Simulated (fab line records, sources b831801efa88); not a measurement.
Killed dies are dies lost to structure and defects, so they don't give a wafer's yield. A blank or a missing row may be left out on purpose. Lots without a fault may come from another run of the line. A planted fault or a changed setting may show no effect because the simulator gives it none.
A struck lot beside a sound one | flow sky130 | 16 steps out of a route of 708
Sound: wafers L892.2, L892.3, L892.6. Struck: wafer L902.1. (L902.4 of the same lot was not struck and is left out.) The cause comes at the end.
At each step with rows: each side's tool, then ch and its chambers, then its first start. Under that, the readings that differ: sound wafers | struck wafers | difference of the means | sigmas: that difference in standard deviations of wafers without a fault.
alike: readings whose means differ by less than 2 such deviations, and words and numbers that are the same on both sides. not compared: withheld readings, readings that some wafer has no value for, bounds like >300 that may hide the same value, and numbers for which the record gives no deviation and whose values overlap.
The two part at a step that has a row with sigmas, a row that says differs or no value, or rows on one side only. Numbers that don't overlap but have no deviation are shown without sigmas and don't part them. A reading that every wafer of one side lacks parts them only if that side has two wafers or more.

SKY_VIA1_BOW_MEAS_03:
  sound on film_metro-03, day 35 06:51; struck on film_metro-01, day 37 22:44
  reading       | sound    | struck | difference | sigmas
  VIA1_BOW (um) | 73 80 68 | 90     | +16        | +2
then, 8 steps without rows for these wafers: SKY_VIA1_DEHYDRATE_04 (time 60 s); SKY_VIA1_HMDS_05 (prime time 60 s); SKY_VIA1_COAT_06 (resist thk 60 nm); SKY_VIA1_COAT_07 (resist thk 450 nm); SKY_VIA1_SOFTBAKE_08 (time 90 s); SKY_VIA1_EXPOSE_09 (exposes mask VIM, target cd 150 nm); SKY_VIA1_PEB_10; SKY_VIA1_DEVELOP_11 (develop time 60 s).
SKY_VIA1_CD_MEAS_12: target cd 150 nm.
  sound on cd_sem-01, day 36 08:28; struck on cd_sem-02, day 38 23:39
  reading    | sound             | struck | difference | sigmas
  cd_nm (nm) | 151.6 150.8 152.1 | 146.9  | -4.6       | -3
SKY_VIA1_OVL_MEAS_13:
  sound on overlay-01, day 36 08:34; struck on overlay-01, day 38 23:46
  alike: VIA1_OVL
SKY_VIA1_ETCH_14: etches BARC in N2/H2, stops on SiO2, time 45.9 s, target depth 60 nm.
  sound on rie_diel-01 ch 0,1,3, day 36 08:36; struck on rie_diel-02 ch 1, day 38 23:48
  reading            | sound             | struck | difference | sigmas
  rf_fwd_power_W (W) | 494.1 495.0 498.5 | 491.1  | -4.8       | -2
  alike: drypump_motor_current_A, oes_product_au, throttle_valve_pct
  not compared: rf_hours_counter_h
SKY_VIA1_ETCH_15: etches SiO2 in C4F8/O2/Ar, stops on TiN, target depth 351 nm, time 54 s.
  sound on rie_diel-01 ch 0,1,3, day 36 08:38; struck on rie_diel-02 ch 1, day 38 23:50
  reading                                     | sound             | struck | difference | sigmas
  oes_product_au (a.u.)                       | 0.984 0.986 0.969 | 0.797  | -0.183     | -33
  model.VIA1.feature_depth_nm (nm)            | 345.1 344.4 343.5 | 236.6  | -107.7     |
  model.etch.depth_nm (nm)                    | 345.1 344.4 343.5 | 236.6  | -107.7     |
  model.KrF-thick_of_VIA1_COAT_07.thk_nm (nm) | 320.9 320.8 323.2 | 343.8  | +22.2      |
  alike: rf_fwd_power_W
  not compared: rf_hours_counter_h
SKY_VIA1_STRIP_16: strips in O2/N2.
  sound on plasma_asher-01 ch 0,1, day 36 08:41; struck on plasma_asher-01 ch 1, day 38 23:53
  reading                      | sound             | struck | difference | sigmas
  o2_flow_sccm (sccm)          | 2982 2996 2992    | 3010   | +20        | +2
  strip_time_to_endpoint_s (s) | 4.426 4.439 4.462 | 4.681  | +0.239     | +14
  alike: drypump_motor_current_A, oes_product_au
  not compared: rf_hours_counter_h
then, 1 step without rows for these wafers: SKY_VIA1_STRIP_17 (strips in post etch residue remover, time 1200 s).
-- the record jumps here: 11 days lie between the struck wafers' starts before and after (it left off in module VIA1 and takes up again in module PAD_OPEN, whose first step shown is number 708 of the route) --
SKY_PAD_OPEN_PROBE_99:
  sound on prober-01, day 47 14:25; struck on prober-01, day 49 17:25
  reading                                 | sound | struck | difference | sigmas
  model.etest.sram_pfet_latch.under_floor | 0 0 0 | 1      | +1         |
  model.etest.cap_thin_oxide.open         | 0 0 0 | 1      | +1         |
  model.etest.diode_nwell_sub.under_floor | 0 0 0 | 1      | +1         |
  model.etest.pfet_01v8_lvt.under_floor   | 0 0 0 | 1      | +1         |
  model.etest.res_poly.open               | 0 0 0 | 1      | +1         |
  model.etest.tip_sonos.open              | 0 0 0 | 1      | +1         |
  model.etest.sonos_erased.open           | 0 0 0 | 1      | +1         |
  model.etest.cap_thick_oxide.under_floor | 0 0 0 | 1      | +1         |

WHERE THEY PART
First at SKY_VIA1_BOW_MEAS_03; last, within this record, at SKY_VIA1_STRIP_16.

WHY: what the simulator had put in
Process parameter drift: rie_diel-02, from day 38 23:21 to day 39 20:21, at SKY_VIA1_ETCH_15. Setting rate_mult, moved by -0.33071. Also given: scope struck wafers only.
